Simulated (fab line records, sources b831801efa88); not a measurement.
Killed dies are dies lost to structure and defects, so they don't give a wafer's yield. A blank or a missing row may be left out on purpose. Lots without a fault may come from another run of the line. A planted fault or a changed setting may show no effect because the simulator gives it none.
A struck lot beside a sound one | flow sfq_line | 13 steps out of a route of 325
Sound: wafers L288.1, L288.3, L288.5. Struck: wafers L285.2, L285.3, L285.6. The cause comes at the end.
At each step with rows: each side's tool, then ch and its chambers, then its first start. Under that, the readings that differ: sound wafers | struck wafers | difference of the means | sigmas: that difference in standard deviations of wafers without a fault.
alike: readings whose means differ by less than 2 such deviations, and words and numbers that are the same on both sides. not compared: withheld readings, readings that some wafer has no value for, bounds like >300 that may hide the same value, and numbers for which the record gives no deviation and whose values overlap.
The two part at a step that has a row with sigmas, a row that says differs or no value, or rows on one side only. Numbers that don't overlap but have no deviation are shown without sigmas and don't part them. A reading that every wafer of one side lacks parts them only if that side has two wafers or more.

SFQ_L0V_OVL_MEAS_903:
  sound on overlay-01, day 13 00:16; struck on overlay-02, day 12 06:16
  alike: L0V_OVL
SFQ_TRILAYER_L0_VIA_BARC_OPEN_VIA_ETCH_021: etches BARC in O2, target depth 125 nm, time 41.7 s.
  sound on rie_diel-04 ch 0,1, day 13 00:17; struck on rie_diel-02 ch 0,2,3, day 12 06:17
  alike: drypump_motor_current_A, oes_product_au
  not compared: rf_hours_counter_h
SFQ_TRILAYER_L0_VIA_ETCH_VIA_ETCH_016: etches SiO2 in CHF3, stops on MoNx KI, target depth 80 nm.
  sound on rie_diel-04 ch 0,1, day 13 00:20; struck on rie_diel-02 ch 0,2,3, day 12 06:20
  alike: drypump_motor_current_A, oes_product_au
SFQ_TRILAYER_L0_VIA_STRIP_STRIP_017: strips in O2.
  sound on rie_metal-04 ch 1, day 13 00:23; struck on rie_metal-01 ch 0,1, day 12 06:23
  alike: drypump_motor_current_A, oes_product_au, platen_temp_c
  not compared: rf_hours_counter_h
then, 2 steps without rows for these wafers: SFQ_TRILAYER_L0_VIA_STRIP_SOLV_CLEAN_018 (cleans in NMP, time 600 s); SFQ_TRILAYER_M0_DEP_PRE_CLEAN_020 (time 15 s).
SFQ_TRILAYER_M0_DEP_SPUTTER_019: material Nb, target thk 200 nm, time 133.3 s.
  sound on pvd_sputter-04, day 13 01:11; struck on pvd_sputter-03, day 12 07:11
  alike: base_pressure_pa, substrate_temp_c, throttle_valve_pct
SFQ_M0_RS_MEAS_904: measures by four-point-probe.
  sound on film_metro-01, day 13 01:17; struck on film_metro-04, day 12 07:17
  alike: M0_NB_RS
then, 3 steps without rows for these wafers: SFQ_TRILAYER_M0_LITHO_COAT_026 (resist thk 62 nm); SFQ_TRILAYER_M0_LITHO_COAT_021 (resist thk 600 nm); SFQ_TRILAYER_M0_LITHO_SOFTBAKE_025.
-- the record jumps here: 5 days lie between the struck wafers' starts before and after --
SFQ_TRILAYER_M0_LITHO_EXPOSE_022: exposes mask M0, target cd 500 nm.
  sound on krf_scanner-01 ch 0, day 18 14:25; struck on krf_scanner-02, day 17 15:41
  no value came back on the struck wafers for exposure_dose_mJ_cm2, focus_offset_nm (nm), reticle_temp_C (C); on the sound wafers exposure_dose_mJ_cm2 reads 14.391 14.375 14.407
  alike: mask
then, 1 step without rows for these wafers: SFQ_TRILAYER_M0_LITHO_PEB_024 (peb time 60 s).

WHERE THEY PART
Only at SFQ_TRILAYER_M0_LITHO_EXPOSE_022, within this record.

WHY: what the simulator had put in
Skipped step whole: krf_scanner-02, from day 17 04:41 on, at SFQ_TRILAYER_M0_LITHO_EXPOSE_022. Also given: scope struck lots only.
